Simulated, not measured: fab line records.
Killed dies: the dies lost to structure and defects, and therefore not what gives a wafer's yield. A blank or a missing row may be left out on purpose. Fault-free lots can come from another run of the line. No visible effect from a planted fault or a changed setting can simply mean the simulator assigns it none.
A struck lot beside a sound one + flow gf180mcu + 15 out of 602 route steps
Sound: these wafers, L118.2, L118.3, L118.5. Struck: wafers L128.3, L128.5, L128.6. The cause comes at the end.
Per side, at each step with rows, come the tool, then ch with its chambers, and then its first start. Under that, the readings that differ: sound wafers + struck wafers + difference of the means + sigmas: that difference in standard deviations of wafers without a fault.
alike: readings whose means differ by less than 2 such deviations, and words and numbers that are the same on both sides. not compared: withheld readings, readings that some wafer has no value for, bounds like >300 that may hide the same value, and numbers for which the record gives no deviation and whose values overlap.
Wherever a step has rows on one side only, a row that says differs or no value, or a row with sigmas, the two part there. Numbers that have no deviation but don't overlap get no sigmas and don't part them. Lack of a reading on every wafer of one side parts them only where that side has two or more wafers.

GF_TOP_METAL_METAL_ETCH_16: etches the open film in Cl2/BCl3, stops on SiO2, target depth 1197 nm, time 199.5 s.
  sound on rie-metal-01 ch 0,1, day 29 14:49; struck on rie-metal-04 ch 0,1, day 32 03:34
| reading                | sound                | struck               | difference | sigmas |
|------------------------|----------------------|----------------------|------------|--------|
| throttle-valve-pct (%) | 28.262 28.244 28.243 | 28.227 28.222 28.223 | -0.026     | -2     |
  alike: drypump-motor-current-A, oes-product-au
  not compared: rf-hours-counter-h
GF_TOP_METAL_STRIP_17: strips in O2/N2.
  sound on plasma-asher-03 ch 0,1, day 29 15:00; struck on plasma-asher-01 ch 0,1, day 32 03:43
  alike: drypump-motor-current-A, heater-power-w, oes-product-au, platen-temp-c, strip-time-to-endpoint-s
  not compared: rf-hours-counter-h
then, 2 steps without rows for these wafers: GF_TOP_METAL_STRIP_18 (strips in post etch residue remover, time 1200 s); GF_TOP_METAL_CLEAN_19 (cleans in DIW).
GF_PASSIVATION_CVD_00: deposits SiO2 from TEOS, target thk 1000 nm, time 111.95 s.
  sound on pecvd-01 ch 0,2, day 29 15:38; struck on pecvd-04 ch 0,2, day 32 04:16
  alike: heater-power-w
GF_PASSIVATION_THK_MEAS_01:
  struck on film-metro-03, day 32 04:21; sound on film-metro-03, day 29 15:43
  alike: PASSIVATION_CVD_00_THK
GF_PASSIVATION_CVD_02: deposits Si3N4, target thk 700 nm, time 486.18 s.
  sound on pecvd-03 ch 0,1,2, day 29 15:46; struck on pecvd-01 ch 0,1,2, day 32 04:23
  alike: heater-power-w
GF_PASSIVATION_THK_MEAS_03:
  struck on film-metro-01, day 32 04:42; sound on film-metro-01, day 29 16:04
  alike: PASSIVATION_CVD_02_THK
then, 4 steps without rows for these wafers: GF_PASSIVATION_DEHYDRATE_04 (time 60 s); GF_PASSIVATION_HMDS_05 (prime time 60 s); GF_PASSIVATION_COAT_06 (resist thk 4000 nm); GF_PASSIVATION_SOFTBAKE_07.
GF_PASSIVATION_EXPOSE_08: exposes mask Pad, target cd 40000 nm.
  sound on iline-stepper-02 ch 0, day 30 01:50; struck on iline-stepper-02 ch 0, day 32 12:58
| reading                             | sound                   | struck         | difference | sigmas |
|-------------------------------------|-------------------------|----------------|------------|--------|
| model.PASSIVATION.overlay-x-nm (nm) | -0.8445 -0.8445 -0.8445 | 4619 4619 4619 | +4620      |        |
  alike: mask
next, for these wafers, 1 step has no rows: GF_PASSIVATION_PEB_09.
GF_PASSIVATION_PROBE_99:
  the record has rows for the struck wafers here (prober-01, day 32 22:29) and none for the sound ones

## WHERE THEY PART
At GF_TOP_METAL_METAL_ETCH_16 first; at GF_PASSIVATION_PROBE_99 last (within this record only).

WHY: the cause the simulator had injected
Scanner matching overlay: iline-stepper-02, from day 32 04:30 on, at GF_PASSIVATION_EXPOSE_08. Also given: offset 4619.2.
